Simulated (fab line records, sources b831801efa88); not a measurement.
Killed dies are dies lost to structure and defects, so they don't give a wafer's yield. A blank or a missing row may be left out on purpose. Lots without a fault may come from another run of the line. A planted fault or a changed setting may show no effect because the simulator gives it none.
Chamber matching | flow gf180mcu | GF_V1_CMP_04 on cmp-01: 4 sister chambers
The step polishes SiO2. 8 wafers are shown with their chamber, then 7 later ones without.

WAFERS WITH THEIR CHAMBER
wafer  | chamber | motor_current_A (A) | time_to_endpoint_s (s)
L851.1 | 0       | 11.5                | 94
L857.1 | 2       | 12.0                | 92
L857.2 | 1       | 12.2                | 92
L865.5 | 0       | 11.9                | 104
L867.1 | 2       | 11.6                | 91
L867.5 | 3       | 14.3                | 100
L869.1 | 1       | 11.7                | 92
L869.3 | 3       | 15.1                | 97

WAFERS WITHOUT THEIR CHAMBER
wafer  | motor_current_A (A) | time_to_endpoint_s (s)
L869.6 | 11.5                | 104
L870.1 | 11.8                | 92
L870.4 | 11.0                | 103
L870.5 | 12.6                | 98
L871.1 | 12.3                | 88
L871.3 | 14.5                | 90
L871.5 | 12.2                | 85

WHICH CHAMBER EACH WENT THROUGH
wafer  | from the rows above          | in truth
L869.6 | can't be placed: 0 or 1      | 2
L870.1 | can't be placed: 2 or 1 or 0 | 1
L870.4 | can't be placed: 0 or 2 or 1 | 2
L870.5 | can't be placed: 1 or 0 or 2 | 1
L871.1 | can't be placed: 1 or 2 or 0 | 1
L871.3 | 3                            | 3
L871.5 | can't be placed: 1 or 2 or 0 | 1
Placed correctly: 1 of 7. Can't be placed from these rows: 6 (the true chamber is among the candidates in 5). Placed wrongly: 0.
How it was worked out, from the rows above alone: a wafer's distance from a chamber is the root of the sum, over the readings, of the square of ((its reading less the chamber's mean) divided by the reading's scatter). The wafer belongs to the nearest chamber; if the next one is less than 2 further off, it can't be placed. A chamber's mean is the mean of its shown wafers. The scatter: the root of (the sum of the squares of (reading less its chamber's mean) over the shown wafers, divided by (wafers less chambers)).
